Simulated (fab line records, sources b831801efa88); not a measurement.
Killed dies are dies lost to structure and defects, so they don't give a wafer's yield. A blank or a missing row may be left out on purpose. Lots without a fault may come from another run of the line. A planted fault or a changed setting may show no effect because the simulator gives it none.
A struck lot beside a sound one | flow gf180mcu | 17 steps out of a route of 602
Sound: wafers L329.1, L329.5, L329.6. Struck: wafers L327.4, L327.5, L327.6. The cause comes at the end.
At each step with rows: each side's tool, then ch and its chambers, then its first start. Under that, the readings that differ: sound wafers | struck wafers | difference of the means | sigmas: that difference in standard deviations of wafers without a fault.
alike: readings whose means differ by less than 2 such deviations, and words and numbers that are the same on both sides. not compared: withheld readings, readings that some wafer has no value for, bounds like >300 that may hide the same value, and numbers for which the record gives no deviation and whose values overlap.
The two part at a step that has a row with sigmas, a row that says differs or no value, or rows on one side only. Numbers that don't overlap but have no deviation are shown without sigmas and don't part them. A reading that every wafer of one side lacks parts them only if that side has two wafers or more.

first, 6 steps without rows for these wafers: GF_M1_HMDS_08 (prime time 60 s); GF_M1_COAT_09 (resist thk 1000 nm); GF_M1_SOFTBAKE_10 (time 60 s); GF_M1_EXPOSE_11 (exposes mask Metal1, target cd 230 nm); GF_M1_PEB_12 (peb time 90 s); GF_M1_DEVELOP_13 (develop time 60 s).
GF_M1_CD_MEAS_14: target cd 230 nm.
  sound on cd_sem-01, day 24 04:31; struck on cd_sem-01, day 23 16:49
  reading    | sound             | struck            | difference | sigmas
  cd_nm (nm) | 227.8 227.6 228.6 | 231.6 231.9 231.7 | +3.7       | +3
GF_M1_OVL_MEAS_15:
  sound on overlay-02, day 24 04:38; struck on overlay-02, day 23 16:53
  alike: M1_OVL
GF_M1_METAL_ETCH_16: etches the open film in Cl2/BCl3, stops on SiO2, target depth 627.5 nm, time 104.6 s.
  sound on rie_metal-03 ch 0,1, day 24 04:41; struck on rie_metal-04 ch 0,1, day 23 16:57
  alike: drypump_motor_current_A, oes_product_au, throttle_valve_pct
  not compared: rf_hours_counter_h
GF_M1_STRIP_17: strips in O2/N2.
  sound on plasma_asher-01 ch 0,1, day 24 04:47; struck on plasma_asher-01 ch 0,1, day 23 17:04
  alike: drypump_motor_current_A, heater_power_w, o2_flow_sccm, oes_product_au, strip_time_to_endpoint_s
  not compared: rf_hours_counter_h
then, 2 steps without rows for these wafers: GF_M1_STRIP_18 (strips in post etch residue remover, time 1200 s); GF_M1_CLEAN_19 (cleans in DIW).
GF_V1_CVD_00: deposits SiO2, target thk 600 nm, time 100 s.
  sound on hdpcvd-02 ch 0,2, day 24 05:19; struck on hdpcvd-01 ch 1,2, day 23 17:36
  no value came back on the struck wafers for pressure_mtorr (mTorr), run_length_s (s); on the sound wafers pressure_mtorr (mTorr) reads 6.014 6.007 6.009
GF_V1_CVD_02: deposits SiO2 from TEOS, target thk 850 nm, time 94.851 s.
  sound on pecvd-02 ch 0,1, day 24 05:27; struck on pecvd-02 ch 0,1,2, day 23 17:46
  alike: heater_power_outer_w, heater_power_w
GF_V1_CMP_04: polishes SiO2.
  sound on cmp-02 ch 0,1,2, day 24 05:41; struck on cmp-01 ch 0,3, day 23 17:55
  alike: head_pressure_psi, motor_current_A
GF_V1_BOW_MEAS_05:
  sound on film_metro-01, day 24 05:53; struck on film_metro-03, day 23 18:13
  reading     | sound    | struck   | difference | sigmas
  V1_BOW (um) | 85 93 97 | 54 44 59 | -39        | -5
then, 1 step without rows for these wafers: GF_V1_DEHYDRATE_06 (time 60 s).

WHERE THEY PART
First at GF_M1_CD_MEAS_14; last, within this record, at GF_V1_BOW_MEAS_05.

WHY: what the simulator had put in
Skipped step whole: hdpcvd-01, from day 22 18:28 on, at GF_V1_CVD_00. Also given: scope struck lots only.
